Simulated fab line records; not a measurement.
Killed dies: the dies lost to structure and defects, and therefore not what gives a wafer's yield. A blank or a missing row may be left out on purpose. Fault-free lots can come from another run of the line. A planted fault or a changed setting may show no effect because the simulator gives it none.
Which tool is to blame?	flow gf180mcu	14 lots with 42 wafers sampled at 3 steps, on a route of 602 steps

== WHAT THE GAUGES READ, wafer by wafer ==
GF_CONTACT_CD_MEAS_14: the cd target is 220 nm. Usual: cdNm 220.1 nm, standard deviation 1.
lot	measured	on	cdNm (nm)	flag
L587	day 17 00:42	cdSem-01	219.6 219.7 220.6	
L588	day 17 04:19	cdSem-02	219.3 220.6 218.4	
L590	day 17 23:57	cdSem-01	219.3 219.2 218.9	
L592	day 18 23:02	cdSem-01	219.8 221.1 219.8	
L593	day 19 06:00	cdSem-02	220.4 220.0 221.0	
L594	day 19 12:51	cdSem-02	220.7 220.7 222.0	
L595	day 19 20:53	cdSem-01	219.5 218.9 219.9	
L596	day 20 12:15	cdSem-02	220.0 221.3 220.9	
L598	day 21 00:03	cdSem-01	220.5 219.9 220.0	
L599	day 21 07:53	cdSem-02	222.5 221.9 221.0	
L601	day 22 00:36	cdSem-02	220.1 220.3 219.3	
L602	day 22 15:10	cdSem-02	219.4 218.7 219.0	
L603	day 22 16:04	cdSem-02	220.6 221.3 222.4	
L604	day 22 22:31	cdSem-01	221.2 219.2 219.8	

GF_CONTACT_OVL_MEAS_15. Usual: for CONTACT_OVL the level is -1 nm and the standard deviation is 4.5.
lot	measured	on	CONTACT_OVL (nm)	flag
L587	day 17 00:49	overlay-01	2 2 -1	
L588	day 17 04:26	overlay-02	-9 -1 -6	
L590	day 18 00:02	overlay-01	-2 -7 -1	
L592	day 18 23:08	overlay-01	7 2 12	
L593	day 19 06:07	overlay-01	-3 1 -3	
L594	day 19 12:58	overlay-01	-2 -4 -4	
L595	day 19 20:59	overlay-02	-2 -6 1	
L596	day 20 12:22	overlay-02	4 5 4	
L598	day 21 00:10	overlay-02	-1 7 -2	
L599	day 21 07:59	overlay-02	0 4 -2	
L601	day 22 00:43	overlay-02	-3 1 -7	
L602	day 22 15:16	overlay-02	-2 -2 -2	
L603	day 22 16:10	overlay-01	-6 0 2	
L604	day 22 22:38	overlay-01	-3 -2 1	

== WHICH TOOL RAN EACH LOT (tool, then ch and the chambers of the sampled wafers, then the start) ==
lot	GF_DUAL_GATE_DEVELOP_10
L587	lithoTrack-04 ch 0, day 9 01:43
L588	lithoTrack-02 ch 0, day 9 03:18
L590	lithoTrack-03 ch 0, day 9 17:49
L592	lithoTrack-04 ch 0, day 10 12:19
L593	lithoTrack-02 ch 0, day 10 17:06
L594	lithoTrack-02 ch 0, day 10 23:06
L595	lithoTrack-03 ch 0, day 11 05:41
L596	lithoTrack-04 ch 0, day 11 16:18
L598	lithoTrack-04 ch 0, day 12 02:00
L599	lithoTrack-04 ch 0, day 12 07:26
L601	lithoTrack-02 ch 0, day 12 22:48
L602	lithoTrack-04 ch 0, day 13 07:14
L603	lithoTrack-02 ch 0, day 13 11:22
L604	lithoTrack-02 ch 0, day 13 19:15
- GF_DUAL_GATE_DEVELOP_10: develop time 60 s.

== WHAT THE TOOLS THEMSELVES READ (means of the sampled wafers that have a number; where no wafer has one, the mark that the record gives instead) ==
GF_DUAL_GATE_DEVELOP_10. Usual: developerTempC 22.98 C, standard deviation 0.1.
lot	tool	developerTempC (C)	flag
L587	lithoTrack-04	22.93	
L588	lithoTrack-02	22.91	
L590	lithoTrack-03	22.91	
L592	lithoTrack-04	23.04	
L593	lithoTrack-02	22.91	
L594	lithoTrack-02	22.93	
L595	lithoTrack-03	22.90	
L596	lithoTrack-04	22.95	
L598	lithoTrack-04	23.04	
L599	lithoTrack-04	23.07	
L601	lithoTrack-02	23.05	
L602	lithoTrack-04	23.06	
L603	lithoTrack-02	21.84	OFF
L604	lithoTrack-02	22.08	OFF

== THE ANSWER, worked out from the rows above alone ==
Rule: lot off if the mean of its wafers having a number is beyond 3 standard deviations from the usual mean. Also off: a lot with no number at a reading for which 4 or more lots have one. All remaining lots with rows at the step are treated as sound. After the gauges, taken in route order, come the tools' own readings; for these a lot's mean is taken, as printed above. At the first step where some lot is off, the reading lying furthest off is the one used; lots without a number count as furthest.
Off at GF_DUAL_GATE_DEVELOP_10 (developerTempC): L603, L604.
If a tool, at that step or one of the process steps before it, ran each lot that is off and ran no sound lot following the first of them, it fits. One candidate fits, namely lithoTrack-02 at GF_DUAL_GATE_DEVELOP_10. A fault onset in the window from L601 (day 12 22:48, its last sound lot) to L603 (day 13 11:22, its first lot off) fits.
On the lots that are off, the tool's own readings at GF_DUAL_GATE_DEVELOP_10 differ by more than 5 times the standard deviation of the sound lots' means, which bears it out; developerTempC reads 21.96 C there versus 22.98 C on the sound lots.

== WHAT THE SIMULATOR HAD INSERTED ==
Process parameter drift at GF_DUAL_GATE_DEVELOP_10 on lithoTrack-02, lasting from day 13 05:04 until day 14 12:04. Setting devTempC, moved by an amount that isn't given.
Struck lots among those shown: L603, L604. The rule above reached the same finding.
